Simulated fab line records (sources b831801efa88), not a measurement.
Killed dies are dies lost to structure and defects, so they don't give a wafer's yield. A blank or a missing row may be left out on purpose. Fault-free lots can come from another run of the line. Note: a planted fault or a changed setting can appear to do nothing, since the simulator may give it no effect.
Chamber matching :: flow sky130 :: SKY_VIA4_CMP_21 on cmp-02 has 4 sister chambers
The step polishes, stops on SiO2, t overpolish 25 s, target thk 0 nm. 16 wafers are shown with their chamber, then 8 later ones without.

## WAFERS PAIRED WITH THEIR CHAMBERS
wafer: L202.1
chamber: 2
motor-current-A (A): 10.8
time-to-endpoint-s (s): 133

wafer: L202.3
chamber: 0
motor-current-A (A): 12.6
time-to-endpoint-s (s): 123

wafer: L202.5
chamber: 3
motor-current-A (A): 12.1
time-to-endpoint-s (s): 127

wafer: L206.1
chamber: 2
motor-current-A (A): 10.7
time-to-endpoint-s (s): 135

wafer: L206.2
chamber: 3
motor-current-A (A): 11.7
time-to-endpoint-s (s): 130

wafer: L206.3
chamber: 1
motor-current-A (A): 11.9
time-to-endpoint-s (s): 122

wafer: L209.3
chamber: 0
motor-current-A (A): 11.9
time-to-endpoint-s (s): 120

wafer: L209.4
chamber: 1
motor-current-A (A): 11.9
time-to-endpoint-s (s): 121

wafer: L209.6
chamber: 0
motor-current-A (A): 12.0
time-to-endpoint-s (s): 116

wafer: L213.6
chamber: 1
motor-current-A (A): 11.6
time-to-endpoint-s (s): 126

wafer: L215.3
chamber: 0
motor-current-A (A): 12.2
time-to-endpoint-s (s): 124

wafer: L215.4
chamber: 3
motor-current-A (A): 11.5
time-to-endpoint-s (s): 127

wafer: L217.1
chamber: 2
motor-current-A (A): 11.0
time-to-endpoint-s (s): 128

wafer: L217.2
chamber: 1
motor-current-A (A): 11.3
time-to-endpoint-s (s): 130

wafer: L217.5
chamber: 3
motor-current-A (A): 11.3
time-to-endpoint-s (s): 128

wafer: L219.1
chamber: 2
motor-current-A (A): 10.3
time-to-endpoint-s (s): 125

SIGNATURES (means of the wafers above)
reading: motor-current-A
chamber 0: 12.175
chamber 1: 11.675
chamber 2: 10.700
chamber 3: 11.650
scatter within a chamber: 0.309

reading: time-to-endpoint-s
chamber 0: 120.75
chamber 1: 124.75
chamber 2: 130.25
chamber 3: 128.00
scatter within a chamber: 3.63
Rule: a wafer lies at a distance from a chamber equal to the root of the sum of squares, over the readings, of (its reading less the chamber's mean, divided by the reading's scatter). If the next closest chamber is less than 2 further off than the closest, the wafer can't be placed; otherwise it belongs to the closest. The scatter: take each reading less its chamber's mean, square it, sum over the shown wafers, divide by the number of wafers less the number of chambers, and take the root.

## WAFERS WITH NO CHAMBER GIVEN
wafer: L219.2
motor-current-A (A): 11.8
time-to-endpoint-s (s): 119

wafer: L219.5
motor-current-A (A): 11.5
time-to-endpoint-s (s): 120

wafer: L222.1
motor-current-A (A): 10.5
time-to-endpoint-s (s): 127

wafer: L222.3
motor-current-A (A): 11.3
time-to-endpoint-s (s): 126

wafer: L222.4
motor-current-A (A): 12.2
time-to-endpoint-s (s): 125

wafer: L224.3
motor-current-A (A): 11.8
time-to-endpoint-s (s): 121

wafer: L224.4
motor-current-A (A): 12.3
time-to-endpoint-s (s): 127

wafer: L224.5
motor-current-A (A): 12.2
time-to-endpoint-s (s): 122

## WHICH CHAMBER EACH WENT THROUGH
wafer: L219.2
from the rows above: can't be placed: 0 or 1 or 3
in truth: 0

wafer: L219.5
from the rows above: can't be placed: 1 or 0 or 3
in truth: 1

wafer: L222.1
from the rows above: 2
in truth: 2

wafer: L222.3
from the rows above: can't be placed: 3 or 1 or 2 or 0
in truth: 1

wafer: L222.4
from the rows above: can't be placed: 0 or 1 or 3
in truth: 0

wafer: L224.3
from the rows above: can't be placed: 1 or 0 or 3
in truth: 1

wafer: L224.4
from the rows above: can't be placed: 0 or 1 or 3
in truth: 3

wafer: L224.5
from the rows above: can't be placed: 0 or 1
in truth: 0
Correct placement for 1 of the 8. These rows do not allow placing 7 (true chamber among the candidates in 7). Number placed wrongly: 0.
